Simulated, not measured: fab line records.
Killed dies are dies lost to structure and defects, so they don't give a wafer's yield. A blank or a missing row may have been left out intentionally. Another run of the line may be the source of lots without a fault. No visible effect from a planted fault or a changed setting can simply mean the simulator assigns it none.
Which tool is to blame? / flow gf180mcu / 36 wafers sampled from 12 lots at 1 step of a route of 602

== WHAT EACH GAUGE READ, for each wafer ==
GF_HV_LDD_TW_MEAS_23.
lot=L075; measured=day 11 02:56; on=film metro-01; HV_LDD_2_TW=1045 1041 1046
lot=L077; measured=day 11 19:41; on=film metro-02; HV_LDD_2_TW=1053 1049 1050
lot=L079; measured=day 12 12:22; on=film metro-02; HV_LDD_2_TW=1049 1053 1051
lot=L081; measured=day 13 03:16; on=film metro-01; HV_LDD_2_TW=1049 1049 1049
lot=L083; measured=day 13 18:23; on=film metro-04; HV_LDD_2_TW=1073 1071 1076
lot=L085; measured=day 14 05:19; on=film metro-02; HV_LDD_2_TW=1064 1058 1059
lot=L087; measured=day 14 23:37; on=film metro-04; HV_LDD_2_TW=1069 1071 1069
lot=L089; measured=day 15 17:44; on=film metro-01; HV_LDD_2_TW=1049 1050 1050
lot=L091; measured=day 16 07:23; on=film metro-04; HV_LDD_2_TW=1066 1067 1069
lot=L093; measured=day 17 06:46; on=film metro-04; HV_LDD_2_TW=1066 1072 1073
lot=L095; measured=day 17 14:44; on=film metro-01; HV_LDD_2_TW=1042 1042 1040
lot=L097; measured=day 18 14:07; on=film metro-02; HV_LDD_2_TW=1041 1041 1042

== TOOL THAT RAN EACH LOT (tool first, then ch and the chambers of the sampled wafers, then the start) ==
Record: no process step prior to these readings.

== THE ANSWER, worked out from the rows above alone ==
Rule: the usual values come from the lots themselves. Put in order of their means at a reading, lots are off if they are a third of the lots or fewer, leave a main group of 4 or more, and stand apart from it by a gap of 3 or more times the standard deviation of the main group's means; of several such gaps the widest counts. If all means in a main group match to the digits the tables above print for the reading, that group is not used. A lot without any number at a reading at which 4 lots or more have one is off too. The other lots that the step has rows for count as sound.
No lot is off on any of the readings shown, so nothing can be concluded from this.

== WHAT THE SIMULATOR HAD INSERTED ==
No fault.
